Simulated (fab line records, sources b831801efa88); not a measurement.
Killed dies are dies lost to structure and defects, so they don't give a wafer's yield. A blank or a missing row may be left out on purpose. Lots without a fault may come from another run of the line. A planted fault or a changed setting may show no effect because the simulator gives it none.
A struck lot beside a sound one | flow sky130 | 42 steps out of a route of 708
Sound: wafers L209.2, L209.3, L209.5. Struck: wafers L226.2, L226.5. (L226.4 of the same lot was not struck and is left out.) The cause comes at the end.
At each step with rows: each side's tool, then ch and its chambers, then its first start. Under that, the readings that differ: sound wafers | struck wafers | difference of the means | sigmas: that difference in standard deviations of wafers without a fault.
alike: readings whose means differ by less than 2 such deviations, and words and numbers that are the same on both sides. not compared: withheld readings, readings that some wafer has no value for, bounds like >300 that may hide the same value, and numbers for which the record gives no deviation and whose values overlap.
The two part at a step that has a row with sigmas, a row that says differs or no value, or rows on one side only. Numbers that don't overlap but have no deviation are shown without sigmas and don't part them. A reading that every wafer of one side lacks parts them only if that side has two wafers or more.

SKY_SD_P_CD_MEAS_07: target cd 380 nm.
  sound on cd_sem-01, day 26 04:21; struck on cd_sem-01, day 31 00:13
  alike: cd_nm
SKY_SD_P_OVL_MEAS_08:
  sound on overlay-02, day 26 04:28; struck on overlay-02, day 31 00:19
  alike: SD_P_OVL
then, 1 step without rows for these wafers: SKY_SD_P_IMPLANT_09.
SKY_SD_P_STRIP_10: strips in O2/N2.
  sound on plasma_asher-03 ch 0,1, day 26 04:38; struck on plasma_asher-03 ch 0, day 31 00:29
  alike: drypump_motor_current_A, oes_product_au, strip_time_to_endpoint_s
  not compared: rf_hours_counter_h
SKY_SD_P_TW_MEAS_11:
  sound on film_metro-03, day 26 04:45; struck on film_metro-02, day 31 00:36
  alike: SD_P_TW
then, 7 steps without rows for these wafers: SKY_RES_XHIGH_DEHYDRATE_00 (time 60 s); SKY_RES_XHIGH_HMDS_01 (prime time 60 s); SKY_RES_XHIGH_COAT_02 (resist thk 1140 nm); SKY_RES_XHIGH_SOFTBAKE_03 (time 60 s); SKY_RES_XHIGH_EXPOSE_04 (exposes mask URPM, target cd 1270 nm); SKY_RES_XHIGH_PEB_05; SKY_RES_XHIGH_DEVELOP_06 (develop time 60 s).
SKY_RES_XHIGH_IMPLANT_07:
  sound on implanter-01 ch 0, day 27 10:01; struck on implanter-01 ch 0, day 32 04:16
SKY_RES_XHIGH_STRIP_08: strips in O2/N2.
  sound on plasma_asher-03 ch 0,1, day 27 10:08; struck on plasma_asher-04 ch 0, day 32 04:23
  alike: drypump_motor_current_A, oes_product_au, strip_time_to_endpoint_s
  not compared: rf_hours_counter_h
SKY_RES_XHIGH_TW_MEAS_09:
  sound on film_metro-03, day 27 10:15; struck on film_metro-03, day 32 04:30
  alike: RES_XHIGH_TW
then, 7 steps without rows for these wafers: SKY_SD_N_DEHYDRATE_00 (time 60 s); SKY_SD_N_HMDS_01 (prime time 60 s); SKY_SD_N_COAT_02 (resist thk 1140 nm); SKY_SD_N_SOFTBAKE_03 (time 60 s); SKY_SD_N_EXPOSE_04 (exposes mask NSDM, target cd 380 nm); SKY_SD_N_PEB_05; SKY_SD_N_DEVELOP_06 (develop time 60 s).
SKY_SD_N_CD_MEAS_07: target cd 380 nm.
  sound on cd_sem-01, day 28 14:56; struck on cd_sem-02, day 33 06:48
  alike: cd_nm
SKY_SD_N_OVL_MEAS_08:
  sound on overlay-02, day 28 15:02; struck on overlay-02, day 33 06:55
  alike: SD_N_OVL
then, 2 steps without rows for these wafers: SKY_SD_N_IMPLANT_09; SKY_SD_N_IMPLANT_10.
SKY_SD_N_STRIP_11: strips in O2/N2.
  sound on plasma_asher-02 ch 0,1, day 28 15:22; struck on plasma_asher-03 ch 0,1, day 33 07:14
  alike: drypump_motor_current_A, oes_product_au, strip_time_to_endpoint_s
  not compared: rf_hours_counter_h
SKY_SD_N_TW_MEAS_12:
  sound on film_metro-03, day 28 15:29; struck on film_metro-02, day 33 07:21
  alike: SD_N_TW
then, 1 step without rows for these wafers: SKY_SD_N_CLEAN_13 (cleans in SC1/SC2, time 150 s).
SKY_SD_N_RTA_14: time 2 s.
  sound on rtp_anneal-02 ch 0, day 28 15:35; struck on rtp_anneal-02 ch 0, day 33 07:28
  alike: lamp_power_pct, wafer_temp_C_max
SKY_SD_N_RS_MEAS_16: measures by four-point-probe.
  sound on film_metro-04, day 28 15:47; struck on film_metro-02, day 33 07:41
  alike: SD_N_RS
SKY_SD_N_RS_MEAS_17: measures by four-point-probe.
  sound on film_metro-04, day 28 15:54; struck on film_metro-02, day 33 07:48
  alike: SD_P_RS
SKY_SD_N_RS_MEAS_18: measures by four-point-probe.
  sound on film_metro-04, day 28 16:01; struck on film_metro-02, day 33 07:55
  alike: RES_XHIGH_RS
then, 2 steps without rows for these wafers: SKY_SALICIDE_CLEAN_00 (cleans in HF-last, time 30 s); SKY_LI_CONTACT_HDPCVD_00 (deposits PSG, target thk 930 nm, time 155 s).
SKY_LI_CONTACT_THK_MEAS_01:
  sound on film_metro-04, day 28 16:15; struck on film_metro-02, day 33 08:09
  alike: LI_CONTACT_HDPCVD_THK
SKY_LI_CONTACT_CMP_02: polishes PSG.
  sound on cmp-01 ch 0,2, day 28 16:18; struck on cmp-01 ch 1,3, day 33 08:15
  alike: motor_current_A, platen_rpm, time_to_endpoint_s
SKY_LI_CONTACT_BOW_MEAS_03:
  sound on film_metro-02, day 28 16:37; struck on film_metro-02, day 33 08:31
  alike: LI_CONTACT_BOW
then, 3 steps without rows for these wafers: SKY_LI_CONTACT_DEHYDRATE_04 (time 60 s); SKY_LI_CONTACT_HMDS_05 (prime time 60 s); SKY_LI_CONTACT_COAT_06 (resist thk 60 nm).
-- the record jumps here: 16 days lie between the struck wafers' starts before and after (it left off in module LI_CONTACT and takes up again in module PAD_OPEN, whose first step shown is number 708 of the route) --
SKY_PAD_OPEN_PROBE_99:
  sound on prober-01, day 46 06:02; struck on prober-02, day 49 13:00
  reading                                  | sound             | struck    | difference | sigmas
  killed_on_rim                            | 22 18 24          | 13 12     | -9         | -2
  model.etest.res_xhigh_po.rs_ohm_sq_range | 64.72 69.03 86.37 | 270.8 263 | +193.5     |
  alike: killed_at_M0_to_M3, killed_at_M4_up, killed_at_contacts, killed_at_front_end, killed_at_other, killed_dies, killed_open, killed_short

WHERE THEY PART
Only at SKY_PAD_OPEN_PROBE_99, within this record.

WHY: what the simulator had put in
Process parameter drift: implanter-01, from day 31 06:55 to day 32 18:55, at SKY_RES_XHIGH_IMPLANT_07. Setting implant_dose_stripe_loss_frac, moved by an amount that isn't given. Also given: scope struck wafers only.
